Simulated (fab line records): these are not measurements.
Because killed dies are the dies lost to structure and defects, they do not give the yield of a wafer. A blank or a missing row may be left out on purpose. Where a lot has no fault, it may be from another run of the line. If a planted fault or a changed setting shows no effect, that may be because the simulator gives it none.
fab line records :: flow sfq-line
record:
  lots: 11
  wafers: 31
  last-day: 91
route steps=325 shown I0@44
lots with no fault: from the same line, run without faults
start-h: start of the lot's first displayed wafer, in hours after the record's first day :: wait-h: time in hours since the lot's previous step :: " as in the row above :: L1.1+2: a row that stands for several wafers :: - no value, or no start given :: * or withheld: withheld :: < > ~ a bound
route shown NAME@n: names a module that has steps shown in the file, with the first one's number in the route :: usual: mean and standard deviation over wafers with no fault :: same: alike in all rows :: chamber/n: place in a boat :: sites: per-site readings :: _std_site: how widely they spread, as a standard deviation :: _edge_site: mean of outer sites minus mean of inner sites :: radius-mm: for every site, how far away it sits from the centre of the wafer :: mask NAME#n: copy n :: behind: tool/chamber where the wafer was last shaped :: hold: reason for holding the lot/hours on hold/outcome of the hold :: device: which transistor (n, p or np) failed to switch :: end of line: the route-end tests of the same wafers :: a step given without rows: its recipe and nothing more :: killed: dies lost to structure and defects at the first sort, not the wafer's yield :: map: the dies of a wafer, with x for killed, . for not killed, _ for no die there
set.NAME: setting as actually run; set.NAME@STEP: the setting as run at that earlier step :: model.NAME: the simulator's own value behind a step, which no gauge read
steps of the route over a sample of lots; a table a step, a row a wafer
services: from which hour (start-h, from the record's first day; less than 0 if before it) a tool's chamber was out of use, for how many hours, and why
== steps ==
step: SFQ_TRILAYER_I0_CMP_CMP_028
recipe:
  material: SiO2
  down-force-psi: 3
  platen-rpm: 60
  pad-velocity-m-s: 0.94248
usual:
  motor-current-A: 10.0/0.75
  time-to-endpoint-s: 208/8.8
lot.wafer: L771.1
tool: cmp-01
chamber: 2
start-h: 154.92
wait-h: 1.7
motor-current-A: 10.9
time-to-endpoint-s: 200

lot.wafer: L771.5
tool: cmp-01
chamber: 0
start-h: 155.92
wait-h: 2.7
motor-current-A: 10.8
time-to-endpoint-s: 221

lot.wafer: L771.6
tool: cmp-01
chamber: 1
start-h: 155.92
wait-h: 2.7
motor-current-A: 9.8
time-to-endpoint-s: 205

lot.wafer: L772.2
tool: cmp-01
chamber: 3
start-h: 163.42
wait-h: 5.4
motor-current-A: 9.4
time-to-endpoint-s: 213

lot.wafer: L772.1
tool: cmp-01
chamber: 1
start-h: 164.42
wait-h: 6.4
motor-current-A: 9.9
time-to-endpoint-s: 206

lot.wafer: L772.6
tool: cmp-01
chamber: 3
start-h: 165.42
wait-h: 7.4
motor-current-A: 9.7
time-to-endpoint-s: 213

lot.wafer: L773.3
tool: cmp-02
chamber: 2
start-h: 178.15
wait-h: 9.2
motor-current-A: 9.4
time-to-endpoint-s: 207

lot.wafer: L773.4
tool: cmp-02
chamber: 0
start-h: 179.15
wait-h: 10.2
motor-current-A: 11.2
time-to-endpoint-s: 200

lot.wafer: L773.6
tool: cmp-02
chamber: 2
start-h: 180.15
wait-h: 11.2
motor-current-A: 9.1
time-to-endpoint-s: 209

lot.wafer: L774.4
tool: cmp-01
chamber: 1
start-h: 186.92
wait-h: 9.7
motor-current-A: 9.9
time-to-endpoint-s: 217

lot.wafer: L774.3
tool: cmp-01
chamber: 2
start-h: 186.92
wait-h: 9.7
motor-current-A: 10.0
time-to-endpoint-s: 220

lot.wafer: L774.1
tool: cmp-01
chamber: 3
start-h: 186.92
wait-h: 9.7
motor-current-A: 9.5
time-to-endpoint-s: 212

lot.wafer: L775.2
tool: cmp-01
chamber: 1
start-h: 189.92
wait-h: 9.1
motor-current-A: 10.1
time-to-endpoint-s: 211

lot.wafer: L775.4
tool: cmp-01
chamber: 3
start-h: 190.92
wait-h: 10.1
motor-current-A: 9.3
time-to-endpoint-s: 211

lot.wafer: L775.5
tool: cmp-01
chamber: 2
start-h: 192.42
wait-h: 11.6
motor-current-A: 10.8
time-to-endpoint-s: 216

lot.wafer: L776.2
tool: cmp-02
chamber: 0
start-h: 199.65
wait-h: 10.5
motor-current-A: 11.1
time-to-endpoint-s: 188

lot.wafer: L776.1
tool: cmp-02
chamber: 1
start-h: 199.65
wait-h: 10.5
motor-current-A: 9.0
time-to-endpoint-s: 196

lot.wafer: L776.3
tool: cmp-02
chamber: 2
start-h: 199.65
wait-h: 10.5
motor-current-A: 9.1
time-to-endpoint-s: 209

lot.wafer: L777.3
tool: cmp-02
chamber: 0
start-h: 205.15
wait-h: 9.9
motor-current-A: 10.9
time-to-endpoint-s: 199

lot.wafer: L777.4
tool: cmp-02
chamber: 2
start-h: 206.15
wait-h: 10.8
motor-current-A: 9.2
time-to-endpoint-s: 218

lot.wafer: L777.2
tool: cmp-02
chamber: 3
start-h: 206.15
wait-h: 10.8
motor-current-A: 10.2
time-to-endpoint-s: 211

lot.wafer: L778.3
tool: cmp-02
chamber: 1
start-h: 208.15
wait-h: 7.3
motor-current-A: 10.1
time-to-endpoint-s: 213

lot.wafer: L778.2
tool: cmp-02
chamber: 2
start-h: 208.15
wait-h: 7.3
motor-current-A: 8.8
time-to-endpoint-s: 211

lot.wafer: L778.5
tool: cmp-02
chamber: 1
start-h: 210.15
wait-h: 9.2
motor-current-A: 9.5
time-to-endpoint-s: 210

lot.wafer: L784.2
tool: cmp-02
chamber: 3
start-h: 245.65
wait-h: 9.3
motor-current-A: 10.4
time-to-endpoint-s: 200

lot.wafer: L784.1
tool: cmp-02
chamber: 1
start-h: 246.65
wait-h: 10.3
motor-current-A: 9.4
time-to-endpoint-s: 163

lot.wafer: L787.2
tool: cmp-02
chamber: 3
start-h: 257.15
wait-h: 8.8
motor-current-A: 10.3
time-to-endpoint-s: 194

lot.wafer: L787.1
tool: cmp-02
chamber: 0
start-h: 257.15
wait-h: 8.8
motor-current-A: 10.9
time-to-endpoint-s: 154

lot.wafer: L789.2
tool: cmp-01
chamber: 3
start-h: 266.05
wait-h: 5.5
motor-current-A: 9.2
time-to-endpoint-s: 199

lot.wafer: L789.1
tool: cmp-01
chamber: 2
start-h: 267.55
wait-h: 7.0
motor-current-A: 10.7
time-to-endpoint-s: 204

lot.wafer: L789.6
tool: cmp-01
chamber: 0
start-h: 268.55
wait-h: 8.0
motor-current-A: 11.0
time-to-endpoint-s: 220
step: SFQ_TRILAYER_I0_METRO_MEASURE_029
usual:
  thk-nm: 199.2/1.3
lot.wafer: L771.1
tool: film-metro-03
chamber: -
start-h: 157.04
wait-h: 0.1
thk-nm: 199.9

lot.wafer: L771.5
tool: film-metro-03
chamber: -
start-h: 157.04
wait-h: 0.1
thk-nm: 199.9

lot.wafer: L771.6
tool: film-metro-03
chamber: -
start-h: 157.04
wait-h: 0.1
thk-nm: 198.5

lot.wafer: L772.1
tool: film-metro-03
chamber: -
start-h: 166.04
wait-h: 0.1
thk-nm: 199.0

lot.wafer: L772.2
tool: film-metro-03
chamber: -
start-h: 166.04
wait-h: 0.1
thk-nm: 199.4

lot.wafer: L772.6
tool: film-metro-03
chamber: -
start-h: 166.04
wait-h: 0.1
thk-nm: 199.2

lot.wafer: L773.3
tool: film-metro-03
chamber: -
start-h: 181.67
wait-h: 0.5
thk-nm: 200.1

lot.wafer: L773.4
tool: film-metro-03
chamber: -
start-h: 181.67
wait-h: 0.5
thk-nm: 198.4

lot.wafer: L773.6
tool: film-metro-03
chamber: -
start-h: 181.67
wait-h: 0.5
thk-nm: 201.1

lot.wafer: L774.1
tool: film-metro-04
chamber: -
start-h: 190.04
wait-h: 0.1
thk-nm: 199.0

lot.wafer: L774.3
tool: film-metro-04
chamber: -
start-h: 190.04
wait-h: 0.1
thk-nm: 198.9

lot.wafer: L774.4
tool: film-metro-04
chamber: -
start-h: 190.04
wait-h: 0.1
thk-nm: 199.8

lot.wafer: L775.2
tool: film-metro-04
chamber: -
start-h: 193.24
wait-h: 0.3
thk-nm: 200.0

lot.wafer: L775.4
tool: film-metro-04
chamber: -
start-h: 193.24
wait-h: 0.3
thk-nm: 198.3

lot.wafer: L775.5
tool: film-metro-04
chamber: -
start-h: 193.24
wait-h: 0.3
thk-nm: 198.9

lot.wafer: L776.1
tool: film-metro-03
chamber: -
start-h: 202.27
wait-h: 0.1
thk-nm: 199.2

lot.wafer: L776.2
tool: film-metro-03
chamber: -
start-h: 202.27
wait-h: 0.1
thk-nm: 197.7

lot.wafer: L776.3
tool: film-metro-03
chamber: -
start-h: 202.27
wait-h: 0.1
thk-nm: 199.8

lot.wafer: L777.2
tool: film-metro-03
chamber: -
start-h: 208.47
wait-h: 0.3
thk-nm: 199.5

lot.wafer: L777.3
tool: film-metro-03
chamber: -
start-h: 208.47
wait-h: 0.3
thk-nm: 196.9

lot.wafer: L777.4
tool: film-metro-03
chamber: -
start-h: 208.47
wait-h: 0.3
thk-nm: 198.9

lot.wafer: L778.2
tool: film-metro-04
chamber: -
start-h: 211.47
wait-h: 0.3
thk-nm: 199.8

lot.wafer: L778.3
tool: film-metro-04
chamber: -
start-h: 211.47
wait-h: 0.3
thk-nm: 199.6

lot.wafer: L778.5
tool: film-metro-04
chamber: -
start-h: 211.47
wait-h: 0.3
thk-nm: 200.8

lot.wafer: L784.1
tool: film-metro-04
chamber: -
start-h: 248.27
wait-h: 0.1
thk-nm: 248.6

lot.wafer: L784.2
tool: film-metro-04
chamber: -
start-h: 248.27
wait-h: 0.1
thk-nm: 198.4

lot.wafer: L787.1
tool: film-metro-04
chamber: -
start-h: 260.27
wait-h: 0.1
thk-nm: 247.0

lot.wafer: L787.2
tool: film-metro-04
chamber: -
start-h: 260.27
wait-h: 0.1
thk-nm: 197.4

lot.wafer: L789.1
tool: film-metro-03
chamber: -
start-h: 269.17
wait-h: 0.1
thk-nm: 200.3

lot.wafer: L789.2
tool: film-metro-03
chamber: -
start-h: 269.17
wait-h: 0.1
thk-nm: 198.8

lot.wafer: L789.6
tool: film-metro-03
chamber: -
start-h: 269.17
wait-h: 0.1
thk-nm: 200.6
step: SFQ_TRILAYER_I0_VIA_ETCH_VIA_ETCH_034
recipe:
  target: SiO2
  stop-on: Nb
  mask-material: PR
  taper-deg: 20
  chemistry: CHF3
  target-depth-nm: 260
  source-w: 500
  bias-w: 80
  pressure-mtorr: 30
  time-s: withheld
usual:
  drypump-motor-current-A: 5.8/0.34
  oes-product-au: 0.853/0.0051
lot.wafer: L771.1
tool: rie-diel-02
chamber: 1
start-h: 199.78
wait-h: 0.0
drypump-motor-current-A: 6.1
oes-product-au: 0.855

lot.wafer: L771.5
tool: rie-diel-02
chamber: 3
start-h: 199.78
wait-h: 0.0
drypump-motor-current-A: 5.9
oes-product-au: 0.858

lot.wafer: L771.6
tool: rie-diel-02
chamber: 0
start-h: 199.78
wait-h: 0.0
drypump-motor-current-A: 5.5
oes-product-au: 0.846

lot.wafer: L772.1
tool: rie-diel-02
chamber: 0
start-h: 206.98
wait-h: 0.0
drypump-motor-current-A: 5.5
oes-product-au: 0.848

lot.wafer: L772.2
tool: rie-diel-02
chamber: 3
start-h: 206.98
wait-h: 0.0
drypump-motor-current-A: 5.9
oes-product-au: 0.850

lot.wafer: L772.6
tool: rie-diel-02
chamber: 1
start-h: 206.98
wait-h: 0.0
drypump-motor-current-A: 6.1
oes-product-au: 0.851

lot.wafer: L773.3
tool: rie-diel-03
chamber: 0
start-h: 219.36
wait-h: 0.0
drypump-motor-current-A: 6.2
oes-product-au: 0.855

lot.wafer: L773.4
tool: rie-diel-03
chamber: 3
start-h: 219.36
wait-h: 0.0
drypump-motor-current-A: 5.0
oes-product-au: 0.851

lot.wafer: L773.6
tool: rie-diel-03
chamber: 3
start-h: 219.36
wait-h: 0.0
drypump-motor-current-A: 5.0
oes-product-au: 0.847

lot.wafer: L774.1
tool: rie-diel-02
chamber: 0
start-h: 227.38
wait-h: 0.0
drypump-motor-current-A: 5.5
oes-product-au: 0.859

lot.wafer: L774.3
tool: rie-diel-02
chamber: 1
start-h: 227.38
wait-h: 0.0
drypump-motor-current-A: 6.1
oes-product-au: 0.847

lot.wafer: L774.4
tool: rie-diel-02
chamber: 3
start-h: 227.38
wait-h: 0.0
drypump-motor-current-A: 5.9
oes-product-au: 0.862

lot.wafer: L775.2
tool: rie-diel-04
chamber: 0
start-h: 229.78
wait-h: 0.0
drypump-motor-current-A: 5.0
oes-product-au: 0.852

lot.wafer: L775.4
tool: rie-diel-04
chamber: 2
start-h: 229.78
wait-h: 0.0
drypump-motor-current-A: 5.5
oes-product-au: 0.855

lot.wafer: L775.5
tool: rie-diel-04
chamber: 2
start-h: 229.78
wait-h: 0.0
drypump-motor-current-A: 5.5
oes-product-au: 0.849

lot.wafer: L776.1
tool: rie-diel-02
chamber: 2
start-h: 243.08
wait-h: 0.0
drypump-motor-current-A: 5.8
oes-product-au: 0.854

lot.wafer: L776.2
tool: rie-diel-02
chamber: 1
start-h: 243.08
wait-h: 0.0
drypump-motor-current-A: 6.1
oes-product-au: 0.847

lot.wafer: L776.3
tool: rie-diel-02
chamber: 0
start-h: 243.08
wait-h: 0.0
drypump-motor-current-A: 5.6
oes-product-au: 0.856

lot.wafer: L777.2
tool: rie-diel-02
chamber: 2
start-h: 247.88
wait-h: 0.0
drypump-motor-current-A: 5.9
oes-product-au: 0.845

lot.wafer: L777.3
tool: rie-diel-02
chamber: 1
start-h: 247.88
wait-h: 0.0
drypump-motor-current-A: 6.1
oes-product-au: 0.850

lot.wafer: L777.4
tool: rie-diel-02
chamber: 3
start-h: 247.88
wait-h: 0.0
drypump-motor-current-A: 5.8
oes-product-au: 0.852

lot.wafer: L778.2
tool: rie-diel-04
chamber: 2
start-h: 250.59
wait-h: 0.0
drypump-motor-current-A: 5.5
oes-product-au: 0.855

lot.wafer: L778.3
tool: rie-diel-04
chamber: 3
start-h: 250.59
wait-h: 0.0
drypump-motor-current-A: 6.3
oes-product-au: 0.856

lot.wafer: L778.5
tool: rie-diel-04
chamber: 2
start-h: 250.59
wait-h: 0.0
drypump-motor-current-A: 5.5
oes-product-au: 0.861

lot.wafer: L784.1
tool: rie-diel-03
chamber: 3
start-h: 283.88
wait-h: 0.0
drypump-motor-current-A: 5.0
oes-product-au: 0.975

lot.wafer: L784.2
tool: rie-diel-03
chamber: 0
start-h: 283.88
wait-h: 0.0
drypump-motor-current-A: 6.2
oes-product-au: 0.859

lot.wafer: L787.1
tool: rie-diel-04
chamber: 3
start-h: 302.58
wait-h: 0.0
drypump-motor-current-A: 6.3
oes-product-au: 0.971

lot.wafer: L787.2
tool: rie-diel-04
chamber: 1
start-h: 302.58
wait-h: 0.0
drypump-motor-current-A: 5.6
oes-product-au: 0.845

lot.wafer: L789.1
tool: rie-diel-02
chamber: 1
start-h: 313.38
wait-h: 0.0
drypump-motor-current-A: 6.1
oes-product-au: 0.854

lot.wafer: L789.2
tool: rie-diel-02
chamber: 3
start-h: 313.38
wait-h: 0.0
drypump-motor-current-A: 5.9
oes-product-au: 0.853

lot.wafer: L789.6
tool: rie-diel-02
chamber: 1
start-h: 313.38
wait-h: 0.0
drypump-motor-current-A: 6.2
oes-product-au: 0.858
== services ==
tool: rie-diel-02
chamber: 0
start-h: 146.40
hours: 1.3
kind: repair

tool: cmp-01
chamber: -
start-h: 147.34
hours: 1.6
kind: repair

tool: cmp-02
chamber: -
start-h: 154.15
hours: 7.8
kind: repair

tool: film-metro-03
chamber: -
start-h: 158.25
hours: 1.0
kind: pm

tool: cmp-02
chamber: -
start-h: 164.97
hours: 7.2
kind: pm

tool: film-metro-04
chamber: -
start-h: 171.84
hours: 1.4
kind: pm

tool: film-metro-04
chamber: -
start-h: 173.25
hours: 0.9
kind: pm

tool: rie-diel-03
chamber: -
start-h: 178.34
hours: 1.5
kind: repair

tool: film-metro-03
chamber: -
start-h: 188.79
hours: 1.2
kind: pm

tool: rie-diel-03
chamber: 1
start-h: 190.87
hours: 7.5
kind: repair

tool: rie-diel-03
chamber: 2
start-h: 192.37
hours: 1.7
kind: repair

tool: rie-diel-02
chamber: 2
start-h: 193.84
hours: 8.5
kind: repair

tool: film-metro-03
chamber: -
start-h: 203.47
hours: 1.8
kind: pm

tool: cmp-01
chamber: -
start-h: 229.04
hours: 1.0
kind: repair

tool: cmp-01
chamber: -
start-h: 231.92
hours: 7.1
kind: pm

tool: cmp-02
chamber: -
start-h: 235.15
hours: 4.0
kind: pm

tool: rie-diel-04
chamber: 1
start-h: 243.99
hours: 14.3
kind: repair

tool: rie-diel-04
chamber: 3
start-h: 254.75
hours: 6.0
kind: repair

tool: rie-diel-03
chamber: 1
start-h: 260.50
hours: 5.9
kind: repair

tool: rie-diel-04
chamber: 2
start-h: 263.37
hours: 6.1
kind: repair

tool: rie-diel-02
chamber: 0
start-h: 269.45
hours: 7.8
kind: repair

tool: rie-diel-03
chamber: 3
start-h: 287.54
hours: 6.2
kind: repair

tool: film-metro-04
chamber: -
start-h: 295.92
hours: 1.2
kind: pm

tool: cmp-02
chamber: -
start-h: 307.54
hours: 1.6
kind: repair
== key ==
first-sign:
  step: SFQ_TRILAYER_I0_CMP_CMP_028
  reading: time-to-endpoint-s
  direction: down
  sigmas: 5.7
  usual: *
  struck: *
effect:
  step: SFQ_TRILAYER_I0_METRO_MEASURE_029
  reading: thk-nm
  direction: up
  sigmas: 39
  usual: 199.2
  struck: 247.8
effect:
  step: SFQ_TRILAYER_I0_VIA_ETCH_VIA_ETCH_034
  reading: oes-product-au
  direction: up
  sigmas: 24
  usual: 0.853
  struck: 0.973
met-at SFQ_TRILAYER_I0_CMP_CMP_028
struck-lots L784,L787
struck-wafers L784.1,L787.1
onset-between 208.15 245.65
fault:
  kind: process-parameter-drift
  tool: cmp-02
  chamber: -
  onset-h: 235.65
  steps: SFQ_TRILAYER_I0_CMP_CMP_028
  channel: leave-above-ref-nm
  offset: 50
  shape: step
  end-h: 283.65
  scope: struck-wafers-only
  acts-in: these-recipes-only
  stated: 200
